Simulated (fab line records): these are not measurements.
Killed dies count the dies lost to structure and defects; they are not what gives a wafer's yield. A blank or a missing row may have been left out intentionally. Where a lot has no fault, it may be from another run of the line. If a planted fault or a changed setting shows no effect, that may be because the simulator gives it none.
Which tool was responsible?    flow sfq-line    42 wafers from 15 lots sampled at 2 of the route's 325 steps

WHAT EACH GAUGE READ, for each wafer
SFQ_M6_RS_MEAS_938: a four-point-probe measurement.
lot   measured      on             M6_NB_RS (ohm/sq)
L222  day 70 20:37  film-metro-04  0.889 0.887 0.884
L224  day 71 03:31  film-metro-02  0.891 0.878 0.884
L225  day 71 07:10  film-metro-03  0.875 0.885 0.887
L228  day 71 16:43  film-metro-03  0.889 0.893 0.902
L229  day 71 19:08  film-metro-02  0.898 0.901 0.897
L230  day 71 22:44  film-metro-02  0.882 0.890 0.881
L232  day 72 02:27  film-metro-03  0.894 0.887 0.896
L233  day 72 04:53  film-metro-02  0.877 0.888
L234  day 72 06:05  film-metro-03  0.908 0.898
L237  day 72 14:27  film-metro-04  0.889 0.883 0.887
L238  day 75 00:55  film-metro-02  0.904 0.891
L242  day 77 04:49  film-metro-04  0.870 0.878 0.873
L243  day 77 13:37  film-metro-03  0.872 0.890 0.871
L244  day 77 17:18  film-metro-04  0.897 0.903 0.901
L245  day 78 00:17  film-metro-02  0.886 0.891 0.886

SFQ_M6_OVL_MEAS_940.
lot   measured      on          M6_OVL (nm)
L222  day 71 00:07  overlay-01  -4 -19 -9
L224  day 75 17:44  overlay-01  -4 -4 -7
L225  day 75 20:09  overlay-02  3 -2 -3
L228  day 76 04:32  overlay-02  -1 0 -1
L229  day 76 05:44  overlay-01  -8 -6 -1
L230  day 76 09:20  overlay-02  -3 5 2
L232  day 76 14:08  overlay-01  -15 -3 -4
L233  day 76 15:21  overlay-01  -2 -4
L234  day 76 16:33  overlay-01  -12 -10
L237  day 77 02:08  overlay-02  -10 -9 -9
L238  day 77 04:24  overlay-01  -6 -6
L242  day 81 00:10  overlay-02  -2 -3 1
L243  day 81 13:37  overlay-02  -7 -4 -10
L244  day 81 19:38  overlay-01  3 2 4
L245  day 82 05:13  overlay-01  -9 -10 -8

WHICH TOOL RAN EACH LOT (tool, then ch and the chambers of the sampled wafers, then the start)
The record shows no process step preceding these readings.

WHAT THE TOOLS THEMSELVES READ (means of the sampled wafers that have a number; where no wafer has one, the mark that the record gives instead)
The record holds no such reading with a usual standard deviation.

THE ANSWER, worked out from the rows above alone
Rule: usual is defined by the lots themselves. Put in order of their means at a reading, lots are off if they are a third of the lots or fewer, leave a main group of 4 or more, and stand apart from it by a gap of 3 or more times the standard deviation of the main group's means; of several such gaps the widest counts. A main group whose means are all the same, to the digits that the tables above print for the reading, isn't used. Also off: a lot with no number at a reading for which 4 or more lots have one. Any other lot the step has rows for is counted as sound. First the gauges in route order, then the tools' own readings, where a lot's mean is used as printed above. The first step at which some lot is off is used, and at that step the reading that is off furthest; a lot without a number counts as furthest.
No lot is off on any of the readings shown, so nothing can be concluded from this.

WHAT WAS PUT IN BY THE SIMULATOR
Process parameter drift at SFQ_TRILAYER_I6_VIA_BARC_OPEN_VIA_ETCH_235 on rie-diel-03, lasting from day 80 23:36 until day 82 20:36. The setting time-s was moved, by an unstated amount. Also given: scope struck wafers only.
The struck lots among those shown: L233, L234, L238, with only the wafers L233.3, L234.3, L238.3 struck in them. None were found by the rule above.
